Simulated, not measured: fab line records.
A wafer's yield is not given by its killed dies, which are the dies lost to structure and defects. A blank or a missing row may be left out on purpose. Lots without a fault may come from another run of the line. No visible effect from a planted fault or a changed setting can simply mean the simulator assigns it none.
Comparing a struck lot with a sound one / flow gf180mcu / 14 steps out of a route of 602
Sound: wafers L962.2, L962.3, L962.4. Wafers L974.1, L974.2, L974.4 were the ones struck. At the end, the cause is stated.
Per side, at each step with rows, come the tool, then ch with its chambers, and then its first start. Under that, the readings that differ: sound wafers / struck wafers / difference of the means / sigmas: that difference in standard deviations of wafers without a fault.
alike: words and numbers the same on both sides, and readings whose means are apart by under 2 such deviations; not compared: readings that were withheld, readings missing a value for some wafer, numbers with overlapping values and no deviation given by the record, and bounds like >300 which may hide the same value.
The two part at a step that has a row with sigmas, a row that says differs or no value, or rows on one side only. Non-overlapping numbers with no deviation appear without sigmas and do not part them. A reading missing from all wafers of one side parts the sides only when that side holds two or more wafers.

first, 1 step without rows for these wafers: GF_CONTACT_CVD_00 (deposits SiO2, target thk 300 nm, time 50 s).
GF_CONTACT_THK_MEAS_01:
  sound: film-metro-03 at day 17 15:47; struck: film-metro-03 at day 21 20:28
  alike: CONTACT_CVD_00_THK
GF_CONTACT_CVD_02: deposits SiO2 from TEOS, target thk 860 nm, time 95.992 s.
  sound on pecvd-01 ch 0,1,2, day 17 15:50; struck on pecvd-04 ch 0,1, day 21 20:32
  alike: heater-power-w
GF_CONTACT_THK_MEAS_03:
  sound: film-metro-02 at day 17 15:55; struck: film-metro-02 at day 21 20:36
  alike: CONTACT_CVD_02_THK
GF_CONTACT_CMP_04: polishes SiO2.
  sound on cmp-02 ch 1,2,3, day 17 16:01; struck on cmp-02 ch 0,2,3, day 21 20:40
  alike: head-pressure-psi, motor-current-A, slurry-flow-ml-min, time-to-endpoint-s
GF_CONTACT_BOW_MEAS_05:
  sound: film-metro-01 at day 17 16:17; struck: film-metro-02 at day 21 20:59
reading=CONTACT_BOW (um); sound=68 78 77; struck=53 64 67; difference=-13; sigmas=-2
then, 6 steps without rows for these wafers: GF_CONTACT_DEHYDRATE_06 (time 60 s); GF_CONTACT_HMDS_07 (prime time 60 s); GF_CONTACT_COAT_08; GF_CONTACT_COAT_09 (resist thk 1000 nm); GF_CONTACT_SOFTBAKE_10 (time 60 s); GF_CONTACT_EXPOSE_11 (exposes mask Contact, target cd 220 nm).
GF_CONTACT_PEB_12: peb time 90 s.
  sound on litho-track-04 ch 0, day 18 15:25; struck on litho-track-03, day 22 20:12
  no value came back on the struck wafers for chill-plate-temp-C (C), exhaust-pa (Pa); on the sound wafers chill-plate-temp-C (C) reads 22.88 22.91 23.18
then, 1 step without rows for these wafers: GF_CONTACT_DEVELOP_13 (develop time 60 s).

## WHERE THEY PART
Earliest at GF_CONTACT_BOW_MEAS_05; latest, in this record, at GF_CONTACT_PEB_12.

WHY: whatever the simulator had introduced
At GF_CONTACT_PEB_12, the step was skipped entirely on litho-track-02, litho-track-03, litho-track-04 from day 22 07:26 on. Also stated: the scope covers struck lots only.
